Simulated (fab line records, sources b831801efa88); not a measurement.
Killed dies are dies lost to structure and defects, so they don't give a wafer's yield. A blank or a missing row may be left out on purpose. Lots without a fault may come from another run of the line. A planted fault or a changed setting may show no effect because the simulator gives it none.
Which tool did it? | flow gf180mcu | 24 lots, 72 wafers sampled, at 4 steps of a route of 602

WHAT THE GAUGES READ, wafer by wafer
GF_VT_IMPLANT_OVL_MEAS_18.
lot  | measured     | on         | VT_IMPLANT_01_OVL (nm)
L074 | day 6 08:05  | overlay-01 | -1.8 -2.3 -2.7
L075 | day 6 12:31  | overlay-01 | -1.3 -0.6 -0.9
L076 | day 6 17:24  | overlay-02 | 0.3 -0.8 -0.9
L077 | day 7 02:01  | overlay-02 | -1.0 -0.9 0.8
L078 | day 7 06:13  | overlay-02 | -2.0 -1.7 -1.1
L079 | day 7 13:41  | overlay-01 | -1.5 -0.1 -1.7
L080 | day 7 19:08  | overlay-01 | -1.6 -1.4 -1.0
L081 | day 8 01:55  | overlay-01 | -0.5 -0.7 0.4
L082 | day 8 08:04  | overlay-01 | -2.1 -2.9 -2.3
L083 | day 8 17:10  | overlay-01 | -2.4 -1.7 -2.8
L084 | day 8 23:28  | overlay-01 | -0.8 -1.1 0.4
L085 | day 9 04:51  | overlay-02 | -0.3 1.6 0.3
L086 | day 9 10:08  | overlay-02 | -0.4 0.3 0.6
L087 | day 9 17:04  | overlay-02 | -1.7 -1.9 -0.9
L088 | day 9 22:39  | overlay-01 | -4.3 -3.8 -2.7
L089 | day 10 04:04 | overlay-02 | -0.6 -0.5 -0.3
L090 | day 10 09:26 | overlay-02 | 1.2 -1.0 1.1
L091 | day 10 18:45 | overlay-02 | -1.0 -0.1 -0.3
L092 | day 10 22:55 | overlay-02 | 0.0 1.2 0.0
L093 | day 11 05:49 | overlay-02 | 1.7 2.0 3.5
L094 | day 11 10:07 | overlay-02 | -2.0 -0.4 -0.5
L095 | day 11 20:16 | overlay-02 | 2.2 0.3 2.2
L096 | day 12 01:32 | overlay-01 | -0.2 1.5 -0.3
L097 | day 12 10:43 | overlay-02 | 0.8 0.4 1.6

GF_VT_IMPLANT_OVL_MEAS_40.
lot  | measured     | on         | VT_IMPLANT_03_OVL (nm)
L074 | day 7 15:03  | overlay-01 | -0.8 -0.7 -1.6
L075 | day 7 19:47  | overlay-02 | 2.2 2.3 2.2
L076 | day 8 01:27  | overlay-01 | -0.7 0.1 0.0
L077 | day 8 09:37  | overlay-01 | -1.8 -0.5 -0.3
L078 | day 8 15:07  | overlay-01 | -0.1 -1.4 -0.2
L079 | day 8 22:54  | overlay-02 | 1.4 -0.7 0.0
L080 | day 9 04:28  | overlay-01 | -0.2 0.0 -1.2
L081 | day 9 11:19  | overlay-01 | -1.5 -1.1 -1.0
L082 | day 9 17:43  | overlay-01 | 1.2 3.4 1.2
L083 | day 10 03:46 | overlay-01 | -0.8 -1.4 0.0
L084 | day 10 10:04 | overlay-02 | 1.7 2.4 1.6
L085 | day 10 16:15 | overlay-01 | 0.7 0.8 0.9
L086 | day 10 21:19 | overlay-02 | -0.3 -0.3 0.6
L087 | day 11 05:31 | overlay-01 | 0.8 0.3 0.0
L088 | day 11 11:07 | overlay-02 | 1.1 1.5 2.2
L089 | day 11 16:27 | overlay-01 | 1.1 -0.4 0.5
L090 | day 11 21:53 | overlay-01 | -0.3 -0.8 -1.1
L091 | day 12 08:25 | overlay-02 | 0.1 -0.5 0.7
L092 | day 12 12:55 | overlay-01 | 1.2 0.2 1.1
L093 | day 12 19:58 | overlay-02 | 0.4 0.6 2.1
L094 | day 13 00:51 | overlay-01 | 1.3 2.1 2.5
L095 | day 13 11:46 | overlay-01 | 0.3 0.2 -1.1
L096 | day 13 17:35 | overlay-02 | -0.6 0.8 0.5
L097 | day 14 03:52 | overlay-02 | 2.2 1.2 2.8

GF_SALICIDE_RS_MEAS_04: measures by four-point-probe.
lot  | measured     | on            | SALICIDE_TIN_RS (ohm/sq)
L074 | day 15 06:46 | film_metro-01 | 16.58 16.60 16.11
L075 | day 15 11:21 | film_metro-01 | 16.48 16.25 16.24
L076 | day 15 18:53 | film_metro-03 | 16.18 16.11 16.73
L077 | day 16 07:27 | film_metro-01 | 16.59 16.54 16.61
L078 | day 16 13:26 | film_metro-04 | 16.78 16.68 16.51
L079 | day 16 22:07 | film_metro-04 | 16.52 16.02 16.03
L080 | day 17 04:50 | film_metro-04 | 16.54 16.66 16.47
L081 | day 17 14:05 | film_metro-03 | 16.61 16.47 16.79
L082 | day 18 00:43 | film_metro-03 | 16.04 16.18 16.09
L083 | day 18 14:30 | film_metro-01 | 16.51 15.96 16.00
L084 | day 18 19:33 | film_metro-03 | 16.24 15.97 15.99
L085 | day 19 07:28 | film_metro-01 | 16.77 16.55 16.79
L086 | day 19 12:22 | film_metro-04 | 16.86 16.69 16.64
L087 | day 19 22:23 | film_metro-04 | 16.46 16.44 16.71
L088 | day 20 03:24 | film_metro-03 | 16.08 16.11 16.13
L089 | day 20 11:33 | film_metro-04 | 15.70 16.09 15.97
L090 | day 20 19:47 | film_metro-01 | 16.62 16.53 16.55
L091 | day 21 10:29 | film_metro-04 | 16.21 16.13 15.94
L092 | day 21 13:31 | film_metro-04 | 16.51 16.54 16.78
L093 | day 22 01:38 | film_metro-01 | 16.06 16.07 16.02
L094 | day 22 07:03 | film_metro-01 | 16.53 16.68 16.18
L095 | day 22 15:42 | film_metro-01 | 16.84 16.60 16.46
L096 | day 22 19:55 | film_metro-03 | 16.46 16.58 16.55
L097 | day 23 09:36 | film_metro-04 | 16.57 16.57 16.42

WHICH TOOL RAN EACH LOT (tool, then ch and the chambers of the sampled wafers, then the start)
lot  | GF_STI_CMP_25
L074 | cmp-02 ch 0,1, day 2 04:46
L075 | cmp-02 ch 1,2, day 2 09:58
L076 | cmp-02 ch 0,3, day 2 14:03
L077 | cmp-01 ch 1,2,3, day 2 21:14
L078 | cmp-01 ch 0,2,3, day 3 00:57
L079 | cmp-01 ch 0,2,3, day 3 04:53
L080 | cmp-02 ch 1,2, day 3 10:28
L081 | cmp-02 ch 0,1,3, day 3 15:55
L082 | cmp-01 ch 0,2,3, day 3 21:02
L083 | cmp-01 ch 0,1, day 4 02:51
L084 | cmp-01 ch 1,2,3, day 4 08:30
L085 | cmp-02 ch 1,2,3, day 4 13:31
L086 | cmp-01 ch 0,1,3, day 4 17:37
L087 | cmp-01 ch 0,1,3, day 4 23:16
L088 | cmp-02 ch 0,2,3, day 5 03:20
L089 | cmp-01 ch 0,1,3, day 5 09:03
L090 | cmp-02 ch 0,1,2, day 5 13:26
L091 | cmp-01 ch 0,1,3, day 5 19:41
L092 | cmp-01 ch 0,2,3, day 5 23:49
L093 | cmp-01 ch 2,3, day 6 04:49
L094 | cmp-02 ch 1,2,3, day 6 10:12
L095 | cmp-01 ch 0,2,3, day 6 15:43
L096 | cmp-02 ch 0,3, day 6 20:45
L097 | cmp-02 ch 0,2,3, day 7 02:25
- GF_STI_CMP_25: polishes, stops on Si3N4, t overpolish 33 s, target thk 524.6 nm.

WHAT THE TOOLS THEMSELVES READ (means of the sampled wafers that have a number; where no wafer has one, the mark that the record gives instead)
GF_STI_CMP_25.
lot  | tool   | motor_current_A (A) | overpolish_run_s (s) | time_to_endpoint_s (s)
L074 | cmp-02 | 11.7                | 32.992               | 128
L075 | cmp-02 | 11.1                | 33.000               | 123
L076 | cmp-02 | 11.7                | 33.001               | 130
L077 | cmp-01 | 12.2                | 33.002               | 122
L078 | cmp-01 | 11.8                | 32.995               | 124
L079 | cmp-01 | 12.0                | 33.004               | 122
L080 | cmp-02 | 11.1                | 33.001               | 129
L081 | cmp-02 | 11.5                | 32.997               | 122
L082 | cmp-01 | 11.8                | 33.000               | 119
L083 | cmp-01 | 11.5                | 33.002               | 116
L084 | cmp-01 | 12.4                | 33.004               | 120
L085 | cmp-02 | 11.5                | 32.997               | 122
L086 | cmp-01 | 11.4                | 33.006               | 118
L087 | cmp-01 | 11.5                | 33.009               | 122
L088 | cmp-02 | 12.0                | 33.000               | 123
L089 | cmp-01 | 11.4                | 33.003               | 124
L090 | cmp-02 | 11.7                | 33.003               | 124
L091 | cmp-01 | 11.4                | 33.001               | 124
L092 | cmp-01 | 11.6                | 32.997               | 129
L093 | cmp-01 | 12.6                | 32.995               | 126
L094 | cmp-02 | 11.7                | 32.998               | 125
L095 | cmp-01 | 11.6                | 32.995               | 125
L096 | cmp-02 | 12.2                | 33.002               | 131
L097 | cmp-02 | 11.5                | 33.003               | 126

THE ANSWER, worked out from the rows above alone
Rule: what is usual is taken from the lots themselves. Put in order of their means at a reading, lots are off if they are a third of the lots or fewer, leave a main group of 4 or more, and stand apart from it by a gap of 3 or more times the standard deviation of the main group's means; of several such gaps the widest counts. A main group whose means are all the same, to the digits that the tables above print for the reading, isn't used. A lot without any number at a reading at which 4 lots or more have one is off too. The other lots that the step has rows for count as sound. The gauges are gone through in route order, then the tools' own readings, and for those a lot's mean is taken as printed above. The first step at which some lot is off is used, and at that step the reading that is off furthest; a lot without a number counts as furthest.
No lot is off at any reading shown: from this, nothing can be told.

WHAT THE SIMULATOR HAD PUT IN
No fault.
